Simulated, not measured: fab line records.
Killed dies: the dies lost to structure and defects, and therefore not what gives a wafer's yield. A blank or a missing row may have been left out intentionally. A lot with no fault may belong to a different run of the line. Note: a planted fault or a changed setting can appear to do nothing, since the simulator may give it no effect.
Problem report in the 8D (eight disciplines) form, filled by code | flow gf180mcu | the parts of the form that need people (team, actions taken, sign-off) are left out

1. WHAT IS WRONG
GF_V4_CD_MEAS_14, cd-nm: mean 270.4 nm on 3 wafers (1 lot); fault-free wafers 260.1 nm, standard deviation 1.1. Relative to the usual mean, that is a shift of +9.3 standard deviations.
The step: target cd 260 nm.
First observed at day 28 17:19: wafer L366.3, on cd-sem-02. Wafers with a number at this step in the record: 36, from 12 lots. Rule for "out", or "out of limits": more than 4 standard deviations from the usual mean. The other wafers with a number count as sound.

2. WHAT IT IS; WHAT IT IS NOT
question                    | is                     | is not
which readings at this step | cd-nm                  | -
which lots                  | L366                   | L355, L357, L358, L361, L362, L371, L374, L375, L376, L377, L378
which wafers of those lots  | all that have a number | -
read on which gauges        | cd-sem-02              | cd-sem-01
when                        | from day 28 17:19      | up to then (15 sound wafers); but 18 sound wafers of L371, L374, L375, L376, L377, L378 came after

3. SUSPECTS, AND WHAT RULES EACH OUT
Counting: a tool stays on the suspect list if, at a process step up to the reading, it processed all lots that are out and no sound lot following the first of them.
- the gauge at GF_V4_CD_MEAS_14 has been ruled out. All the wafers that are out were read on cd-sem-02, but those of them that GF_V4_EXPOSE_11 has rows for are out there too, on other tools.
- cmp-02 at GF_V4_CMP_04 (polishes SiO2): ruled out as a lasting fault. Sound lots L371, L377 ran on it after its first lot that is out, L366 (day 27 21:10).
- krf-scanner-02 at GF_V4_EXPOSE_11 (exposes mask Via4, target cd 260 nm): ruled out as a lasting fault. Sound lots L376, L377 ran on it after its first lot that is out, L366 (day 28 08:08).
Left after counting: nothing in the record.

4. THE CAUSE (what the simulator had put in)
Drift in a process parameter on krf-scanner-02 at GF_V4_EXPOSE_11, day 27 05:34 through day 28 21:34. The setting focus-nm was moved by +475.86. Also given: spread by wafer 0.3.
Counting ruled it out, wrongly: the rule takes a fault to strike every lot that its tool runs from its start on, and this one did not.

5. THE CHAIN OF EFFECTS, in route order
One row per reading whose mean, taken over the struck wafers that have a number, lies over 3 standard deviations from the usual. Only readings whose record carries a usual standard deviation are examined. hours: median over the lots of the time between each lot's start at the first step of this table that gives one and its start at this step. sigmas: the change, counted in usual standard deviations.
hours | step             | reading              | usual    | on struck wafers | change | sigmas
0     | GF_V4_EXPOSE_11  | exposure-dose-mJ-cm2 | 37.94    | 36.73            | -1.21  | -32
9     | GF_V4_CD_MEAS_14 | cd-nm                | 260.1 nm | 270.4            | +10.3  | +9.3
Here are the process steps it includes:
- GF_V4_EXPOSE_11: exposes mask Via4, target cd 260 nm.

6. HOW IT WOULD HAVE BEEN CAUGHT EARLIER
The first out-of-limits reading at a measuring or inspecting step in this record came at day 28 17:19, 36 hours after the fault's start at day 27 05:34.
At GF_V4_EXPOSE_11, the tool's own readings (exposure-dose-mJ-cm2) were out on each struck wafer the step has a row for, so an alarm limit on them would have fired on the first such wafer.
